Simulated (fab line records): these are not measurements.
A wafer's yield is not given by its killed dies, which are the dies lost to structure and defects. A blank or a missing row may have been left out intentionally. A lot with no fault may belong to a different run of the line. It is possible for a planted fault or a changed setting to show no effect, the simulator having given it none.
Commonality check across tools + flow gf180mcu + 14 lots, 51 wafers sampled

## THE REASON FOR OPENING IT
3 of 14 lots carry a flag on the reading MIM_ALCU_RS at GF_MIM_RS_MEAS_10. Fault-free wafers read 0.1606 ohm/sq, with a standard deviation of 0.0018.
Rule: a lot is flagged when every wafer of it that has a number lies more than 4 standard deviations from that mean, or none has a number. The other lots count as sound.

| lot  | measured     | on            | MIM_ALCU_RS (ohm/sq), wafer by wafer      | flag    |
|------|--------------|---------------|-------------------------------------------|---------|
| L748 | day 24 07:14 | film-metro-04 | 0.1614 0.1623 0.1596                      |         |
| L749 | day 24 20:18 | film-metro-04 | 0.1586 0.1595 0.1588                      |         |
| L750 | day 25 05:50 | film-metro-03 | 0.1649 0.1628 0.1649                      |         |
| L754 | day 26 14:55 | film-metro-03 | 0.1603 0.1605 0.1614                      |         |
| L760 | day 28 17:07 | film-metro-02 | 9.1982 9.1454 9.1192 9.2007 9.1600 9.1161 | FLAGGED |
| L761 | day 29 01:37 | film-metro-02 | 9.3249 9.5175 9.3976 9.3193 9.5055 9.4080 | FLAGGED |
| L762 | day 29 05:14 | film-metro-03 | 9.1687 9.2741 9.1515 9.1882 9.2788 9.1667 | FLAGGED |
| L764 | day 29 14:37 | film-metro-03 | 0.1610 0.1608 0.1623                      |         |
| L765 | day 29 22:55 | film-metro-04 | 0.1629 0.1644 0.1626                      |         |
| L766 | day 30 06:28 | film-metro-02 | 0.1635 0.1617 0.1620                      |         |
| L767 | day 30 12:46 | film-metro-04 | 0.1618 0.1623 0.1628                      |         |
| L768 | day 30 17:10 | film-metro-04 | 0.1578 0.1594 0.1571                      |         |
| L769 | day 31 01:20 | film-metro-04 | 0.1604 0.1615 0.1608                      |         |
| L770 | day 31 07:08 | film-metro-02 | 0.1587 0.1574 0.1583                      |         |
Averaged over the flagged lots the numbers come to 9.2578 ohm/sq, +9.0972 ohm/sq from the usual (+99 or more standard deviations).

## TOOL THAT RAN EACH LOT
The record holds 2 process steps before the reading, out of a route of 602 steps. Each cell gives the tool, then ch followed by the chambers the sampled wafers passed through, then the start.
| lot  | flag    | GF_MIM_SPUTTER_01            | GF_MIM_SPUTTER_08            |
|------|---------|------------------------------|------------------------------|
| L748 |         | pvd-sputter-04, day 24 06:51 | pvd-sputter-02, day 24 07:08 |
| L749 |         | pvd-sputter-01, day 24 19:58 | pvd-sputter-04, day 24 20:13 |
| L750 |         | pvd-sputter-04, day 25 05:31 | pvd-sputter-02, day 25 05:47 |
| L754 |         | pvd-sputter-01, day 26 14:34 | pvd-sputter-02, day 26 14:50 |
| L760 | FLAGGED | pvd-sputter-04, day 28 16:48 | pvd-sputter-01, day 28 17:03 |
| L761 | FLAGGED | pvd-sputter-02, day 29 01:19 | pvd-sputter-04, day 29 01:34 |
| L762 | FLAGGED | pvd-sputter-02, day 29 04:54 | pvd-sputter-04, day 29 05:10 |
| L764 |         | pvd-sputter-01, day 29 14:16 | pvd-sputter-04, day 29 14:31 |
| L765 |         | pvd-sputter-01, day 29 22:34 | pvd-sputter-02, day 29 22:49 |
| L766 |         | pvd-sputter-04, day 30 06:09 | pvd-sputter-02, day 30 06:25 |
| L767 |         | pvd-sputter-01, day 30 12:28 | pvd-sputter-04, day 30 12:43 |
| L768 |         | pvd-sputter-04, day 30 16:50 | pvd-sputter-01, day 30 17:07 |
| L769 |         | pvd-sputter-04, day 31 01:02 | pvd-sputter-01, day 31 01:17 |
| L770 |         | pvd-sputter-01, day 31 06:50 | pvd-sputter-04, day 31 07:05 |
What is done by these steps:
- GF_MIM_SPUTTER_01: material TiN, target thk 30 nm, time 25 s.
- GF_MIM_SPUTTER_08: material AlCu, target thk 200 nm, time 10.6 s.
- GF_MIM_RS_MEAS_10: measures by four-point-probe.

## FLAGGED OVER TOTAL, TOOL BY TOOL (the gauges that took the reading come last)
| step              | tool           | lots run | flagged | share of the flagged lots | sound lots run after its first flagged lot |
|-------------------|----------------|----------|---------|---------------------------|--------------------------------------------|
| GF_MIM_SPUTTER_01 | pvd-sputter-01 | 6        | 0       | none                      | -                                          |
| GF_MIM_SPUTTER_01 | pvd-sputter-02 | 2        | 2       | some                      | 0                                          |
| GF_MIM_SPUTTER_01 | pvd-sputter-04 | 6        | 1       | some                      | 3 (L766,L768,L769)                         |
| GF_MIM_SPUTTER_08 | pvd-sputter-01 | 3        | 1       | some                      | 2 (L768,L769)                              |
| GF_MIM_SPUTTER_08 | pvd-sputter-02 | 5        | 0       | none                      | -                                          |
| GF_MIM_SPUTTER_08 | pvd-sputter-04 | 6        | 2       | some                      | 3 (L764,L767,L770)                         |
| GF_MIM_RS_MEAS_10 | film-metro-02  | 4        | 2       | some                      | 2 (L766,L770)                              |
| GF_MIM_RS_MEAS_10 | film-metro-03  | 4        | 1       | some                      | 1 (L764)                                   |
| GF_MIM_RS_MEAS_10 | film-metro-04  | 6        | 0       | none                      | -                                          |

## WHAT IS ALLOWED BY THE TABLE
No row of the table ran every flagged lot.

## WHAT THE SIMULATOR PUT IN
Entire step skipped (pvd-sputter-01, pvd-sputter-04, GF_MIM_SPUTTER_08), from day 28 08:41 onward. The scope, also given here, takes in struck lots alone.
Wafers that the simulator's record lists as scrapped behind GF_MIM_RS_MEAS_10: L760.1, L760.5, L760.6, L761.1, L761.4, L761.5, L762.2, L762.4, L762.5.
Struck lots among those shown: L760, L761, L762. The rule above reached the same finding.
